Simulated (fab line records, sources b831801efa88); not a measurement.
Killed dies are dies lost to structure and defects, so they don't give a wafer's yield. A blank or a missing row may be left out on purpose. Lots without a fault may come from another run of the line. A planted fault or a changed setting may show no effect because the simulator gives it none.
Which tool did it? | flow sky130 | 13 lots, 39 wafers sampled, at 4 steps of a route of 708

WHAT THE GAUGES READ, wafer by wafer
SKY_FIELD_ISO_THK_MEAS_23. Usual: FIELD_ISO_OXIDATION_01_THK 9.97 nm, standard deviation 0.2.
lot  | measured    | on            | FIELD_ISO_OXIDATION_01_THK (nm) | flag
L318 | day 2 22:16 | film_metro-02 | 10.14 9.97 9.94                 |
L319 | day 2 23:26 | film_metro-01 | 10.09 10.01 10.03               |
L322 | day 3 07:30 | film_metro-01 | 9.73 9.75 9.70                  |
L323 | day 3 09:48 | film_metro-01 | 9.99 9.73 10.03                 |
L324 | day 3 16:35 | film_metro-01 | 9.99 10.09 9.93                 |
L325 | day 3 20:14 | film_metro-02 | 10.17 10.26 10.20               |
L328 | day 4 12:59 | film_metro-01 | 10.16 10.14 10.18               |
L329 | day 4 16:43 | film_metro-03 | 9.94 9.86 10.10                 |
L330 | day 4 23:32 | film_metro-02 | 9.67 9.88 9.85                  |
L331 | day 5 03:25 | film_metro-02 | 10.20 10.28 10.42               |
L332 | day 5 10:27 | film_metro-01 | 9.94 9.98 10.07                 |
L337 | day 6 10:16 | film_metro-03 | 9.86 9.79 10.00                 |
L341 | day 7 13:14 | film_metro-01 | 9.77 10.01 9.92                 |

SKY_PWDE_OVL_MEAS_07. Usual: PWDE_OVL 0.0 nm, standard deviation 1.4.
lot  | measured    | on         | PWDE_OVL (nm)  | flag
L318 | day 4 12:23 | overlay-02 | -0.4 -2.3 -1.0 |
L319 | day 4 13:19 | overlay-02 | 0.9 -1.1 -1.2  |
L322 | day 4 23:01 | overlay-02 | -0.2 -1.7 -0.2 |
L323 | day 5 03:10 | overlay-01 | 0.8 1.2 1.2    |
L324 | day 5 08:25 | overlay-02 | -1.3 -1.8 -2.4 |
L325 | day 5 13:13 | overlay-01 | -1.8 -1.8 -2.4 |
L328 | day 6 05:44 | overlay-02 | -1.1 0.1 0.9   |
L329 | day 6 09:21 | overlay-02 | 1.3 2.6 -0.7   |
L330 | day 6 16:51 | overlay-02 | -0.5 -2.3 0.2  |
L331 | day 7 01:04 | overlay-02 | 1.0 1.2 0.6    |
L332 | day 7 07:34 | overlay-02 | 2.3 1.8 -0.8   |
L337 | day 8 07:30 | overlay-01 | 1.2 3.9 2.8    |
L341 | day 9 12:58 | overlay-01 | -1.9 -1.5 -1.6 |

SKY_NWELL_OVL_MEAS_23. Usual: NWELL_01_OVL 1.1 nm, standard deviation 1.3.
lot  | measured     | on         | NWELL_01_OVL (nm) | flag
L318 | day 6 00:05  | overlay-01 | 0.8 0.1 1.1       |
L319 | day 6 01:35  | overlay-02 | -0.1 -0.8 -0.3    |
L322 | day 6 12:22  | overlay-01 | 2.3 4.3 3.8       |
L323 | day 6 15:46  | overlay-01 | 0.0 -0.7 0.0      |
L324 | day 6 22:14  | overlay-01 | 2.1 3.0 2.2       |
L325 | day 7 03:37  | overlay-01 | 0.9 0.0 -0.4      |
L328 | day 7 21:08  | overlay-01 | 1.7 0.7 -0.1      |
L329 | day 8 01:07  | overlay-01 | 2.0 0.4 1.1       |
L330 | day 8 09:07  | overlay-02 | -0.5 2.3 1.2      |
L331 | day 8 17:59  | overlay-02 | -1.0 -0.7 1.3     |
L332 | day 9 00:59  | overlay-02 | 1.4 2.4 -0.3      |
L337 | day 10 02:43 | overlay-01 | -2.1 0.9 0.7      |
L341 | day 11 09:58 | overlay-01 | 1.8 2.3 1.4       |

WHICH TOOL RAN EACH LOT (tool, then ch and the chambers of the sampled wafers, then the start)
lot  | SKY_NWELL_COAT_18
L318 | litho_track-03 ch 0, day 5 15:38
L319 | litho_track-02 ch 0, day 5 16:55
L322 | litho_track-04 ch 0, day 6 02:32
L323 | litho_track-04 ch 0, day 6 05:41
L324 | litho_track-02 ch 0, day 6 12:43
L325 | litho_track-02 ch 0, day 6 17:22
L328 | litho_track-02 ch 0, day 7 11:25
L329 | litho_track-04 ch 0, day 7 15:03
L330 | litho_track-02 ch 0, day 7 22:27
L331 | litho_track-02 ch 0, day 8 07:57
L332 | litho_track-02 ch 0, day 8 14:12
L337 | litho_track-03 ch 0, day 9 15:13
L341 | litho_track-03 ch 0, day 10 22:25
- SKY_NWELL_COAT_18: resist thk 3000 nm.

WHAT THE TOOLS THEMSELVES READ (means of the sampled wafers that have a number; where no wafer has one, the mark that the record gives instead)
SKY_NWELL_COAT_18. Usual: resist_line_temp_C 23.02 C, standard deviation 0.11; spin_speed_rpm 1999.7 rpm, standard deviation 1.5.
lot  | tool           | resist_line_temp_C (C) | spin_speed_rpm (rpm) | flag
L318 | litho_track-03 | 22.98                  | 1999.1               |
L319 | litho_track-02 | 23.06                  | 2000.1               |
L322 | litho_track-04 | 22.92                  | 2000.4               |
L323 | litho_track-04 | 22.93                  | 1999.2               |
L324 | litho_track-02 | 23.03                  | 1999.6               |
L325 | litho_track-02 | 22.99                  | 1999.6               |
L328 | litho_track-02 | 23.01                  | 1998.9               |
L329 | litho_track-04 | 22.97                  | 1999.1               |
L330 | litho_track-02 | 23.05                  | 2000.0               |
L331 | litho_track-02 | 23.00                  | 1998.6               |
L332 | litho_track-02 | 22.87                  | 1999.0               |
L337 | litho_track-03 | 23.07                  | 2001.5               |
L341 | litho_track-03 | 23.00                  | 1999.6               |

THE ANSWER, worked out from the rows above alone
Rule: a lot is off if the mean of its wafers that have a number lies more than 3 standard deviations from the usual mean. A lot without any number at a reading at which 4 lots or more have one is off too. The other lots that the step has rows for count as sound. The gauges are gone through in route order, then the tools' own readings, and for those a lot's mean is taken as printed above. The first step at which some lot is off is used, and at that step the reading that is off furthest; a lot without a number counts as furthest.
No lot is off at any reading shown: from this, nothing can be told.

WHAT THE SIMULATOR HAD PUT IN
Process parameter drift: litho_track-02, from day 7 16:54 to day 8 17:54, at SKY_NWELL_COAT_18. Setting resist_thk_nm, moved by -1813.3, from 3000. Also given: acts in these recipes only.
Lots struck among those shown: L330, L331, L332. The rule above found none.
